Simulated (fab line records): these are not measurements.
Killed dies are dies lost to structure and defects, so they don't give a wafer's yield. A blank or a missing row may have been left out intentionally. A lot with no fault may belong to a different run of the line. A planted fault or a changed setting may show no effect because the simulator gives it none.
Which tool is to blame? || flow gf180mcu || 7 lots, 21 wafers sampled, at 3 steps of a route of 602

WHAT THE GAUGES SHOWED, per wafer
GF_VT_IMPLANT_RS_MEAS_48: measurement is done with a four-point probe.
{"lot": "L399", "measured": "day 8 20:46", "on": "film-metro-02", "LVPWELL_RS (ohm/sq)": "1201 1196 1197"}
{"lot": "L401", "measured": "day 8 23:11", "on": "film-metro-03", "LVPWELL_RS (ohm/sq)": "1194 1189 1188"}
{"lot": "L402", "measured": "day 9 11:16", "on": "film-metro-01", "LVPWELL_RS (ohm/sq)": "1198 1198 1199"}
{"lot": "L406", "measured": "day 10 02:14", "on": "film-metro-02", "LVPWELL_RS (ohm/sq)": "1196 1196 1197"}
{"lot": "L408", "measured": "day 10 15:27", "on": "film-metro-02", "LVPWELL_RS (ohm/sq)": "1226 1227 1224"}
{"lot": "L412", "measured": "day 11 16:59", "on": "film-metro-02", "LVPWELL_RS (ohm/sq)": "1231 1230 1232"}
{"lot": "L420", "measured": "day 13 17:41", "on": "film-metro-01", "LVPWELL_RS (ohm/sq)": "1197 1194 1192"}

EACH LOT AND THE TOOL THAT RAN IT (in order: tool; ch and the chambers of the sampled wafers; start)
{"lot": "L399", "GF_STI_CMP_25": "cmp-01 ch 1,3, day 3 02:52", "GF_LVPWELL_IMPLANT_08": "implanter-02 ch 0, day 4 23:44"}
{"lot": "L401", "GF_STI_CMP_25": "cmp-01 ch 1,3, day 3 03:28", "GF_LVPWELL_IMPLANT_08": "implanter-02 ch 0, day 5 01:17"}
{"lot": "L402", "GF_STI_CMP_25": "cmp-02 ch 0,1,3, day 3 13:55", "GF_LVPWELL_IMPLANT_08": "implanter-02 ch 0, day 5 13:34"}
{"lot": "L406", "GF_STI_CMP_25": "cmp-01 ch 1,2, day 4 05:08", "GF_LVPWELL_IMPLANT_08": "implanter-02 ch 0, day 6 01:38"}
{"lot": "L408", "GF_STI_CMP_25": "cmp-02 ch 0,3, day 4 14:00", "GF_LVPWELL_IMPLANT_08": "implanter-02 ch 0, day 6 12:46"}
{"lot": "L412", "GF_STI_CMP_25": "cmp-02 ch 2,3, day 5 08:44", "GF_LVPWELL_IMPLANT_08": "implanter-02 ch 0, day 7 08:44"}
{"lot": "L420", "GF_STI_CMP_25": "cmp-02 ch 0,3, day 7 01:39", "GF_LVPWELL_IMPLANT_08": "implanter-03 ch 0, day 9 02:54"}
- GF_STI_CMP_25: polishes, stops on Si3N4, t overpolish 33 s, target thk 524.6 nm.
- GF_LVPWELL_IMPLANT_08

THE ANSWER, worked out from the rows above alone
Rule: the usual values come from the lots themselves. Put in order of their means at a reading, lots are off if they are a third of the lots or fewer, leave a main group of 4 or more, and stand apart from it by a gap of 3 or more times the standard deviation of the main group's means; of several such gaps the widest counts. Not used: any main group whose means are identical at the precision the tables above print for the reading. Also off: a lot with no number at a reading for which 4 or more lots have one. The other lots that the step has rows for count as sound.
Off: at GF_VT_IMPLANT_RS_MEAS_48 (LVPWELL_RS), L408, L412. Main group: mean 1195 ohm/sq, sd 2.9.
A tool fits if, at a process step before that reading, it ran every lot that is off, and no sound lot after the first of them. The gauges at GF_VT_IMPLANT_RS_MEAS_48 are tried like those tools. Can't be told from this: 2 tools fit, implanter-02 at GF_LVPWELL_IMPLANT_08, film-metro-02 at GF_VT_IMPLANT_RS_MEAS_48.

WHAT THE SIMULATOR HAD PUT IN
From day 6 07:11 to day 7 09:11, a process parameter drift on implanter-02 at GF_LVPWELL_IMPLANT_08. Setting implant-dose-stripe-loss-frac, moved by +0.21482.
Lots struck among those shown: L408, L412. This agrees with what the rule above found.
